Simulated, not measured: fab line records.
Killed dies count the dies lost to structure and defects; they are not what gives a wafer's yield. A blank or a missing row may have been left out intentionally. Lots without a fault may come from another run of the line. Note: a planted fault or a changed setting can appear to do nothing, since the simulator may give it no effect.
One fault through the eyes of 2 desks | flow gf180mcu | each desk holds nothing but its own numbers, with what lay behind them at the end

METROLOGY DESK
Lot by lot, what the gauges showed, no matter which tool ran the lot: averages of those sampled wafers that carry a number. Marked OUT: a lot whose mean sits more than 4 standard deviations from the usual mean, which makes it out of limits; the brackets give that distance.
Columns: A = M4_ALCU_THK at GF_M4_THK_MEAS_06, usual 451 nm; B = V4_W_RS at GF_V4_RS_MEAS_24, usual 0.327 ohm/sq; C = V4_W_THK at GF_V4_THK_MEAS_25, usual 339 nm
lot  | first seen here | A   | B               | C
L141 | day 23 07:22    | 452 | 0.327           | 339
L144 | day 24 07:09    | 453 | 0.321           | 348
L146 | day 24 22:43    | 447 | 0.325           | 341
L150 | day 26 15:30    | 458 | 0.322           | 345
L151 | day 26 19:14    | 449 | 0.436 (+24) OUT | 267 (-14) OUT
L153 | day 27 05:31    | 453 | 0.379 (+11) OUT | 304 (-6.7) OUT
L155 | day 28 00:37    | 442 | 0.331           | 333
L157 | day 28 10:19    | 453 | 0.330           | 335
L158 | day 28 16:45    | 459 | 0.332           | 333
L161 | day 29 11:16    | 451 | 0.328           | 336
This desk finds L151, L153 out of limits, with the earliest case on L151 at day 28 12:34 (V4_W_RS at GF_V4_RS_MEAS_24). In limits: L141, L144, L146, L150, L155, L157, L158, L161.

TOOL OWNER'S DESK, cvd-w-01
The tool's own readings at GF_V4_CVD_23 (deposits W, target thk 350 nm, time 104.9 s): means of the sampled wafers that have a number, for each lot that ran on this tool. Marked OUT: a lot whose mean sits more than 4 standard deviations from the usual mean, which makes it out of limits; the brackets give that distance.
Columns: A = heater-power-outer-w at GF_V4_CVD_23, usual 562 W; B = heater-power-w at GF_V4_CVD_23, usual 894 W
lot  | first seen here | A   | B
L144 | day 26 03:54    | 512 | 827
L146 | day 26 19:05    | 526 | 837
L150 | day 28 10:07    | 505 | 829
L151 | day 28 12:25    | 515 | 843
L153 | day 28 22:19    | 522 | 868
Finding of this desk: none of the 5 lots has anything out of limits.

TAKEN TOGETHER
Metrology desk: alarm possible at day 28 12:34 on L151, L153.
The tool owner's desk saw nothing out of limits.
Tool owner's desk: L151, L153 on record, inside its limits.
GF_V4_CVD_23 was run on cvd-w-01 by each of the lots named.

WHAT WAS PUT IN BY THE SIMULATOR
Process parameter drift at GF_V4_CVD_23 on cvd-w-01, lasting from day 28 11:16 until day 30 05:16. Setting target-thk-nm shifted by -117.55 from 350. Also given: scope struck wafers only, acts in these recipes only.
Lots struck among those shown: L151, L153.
Time in hours between the start of the fault and the first out-of-limits reading at each desk: metrology desk, 1.
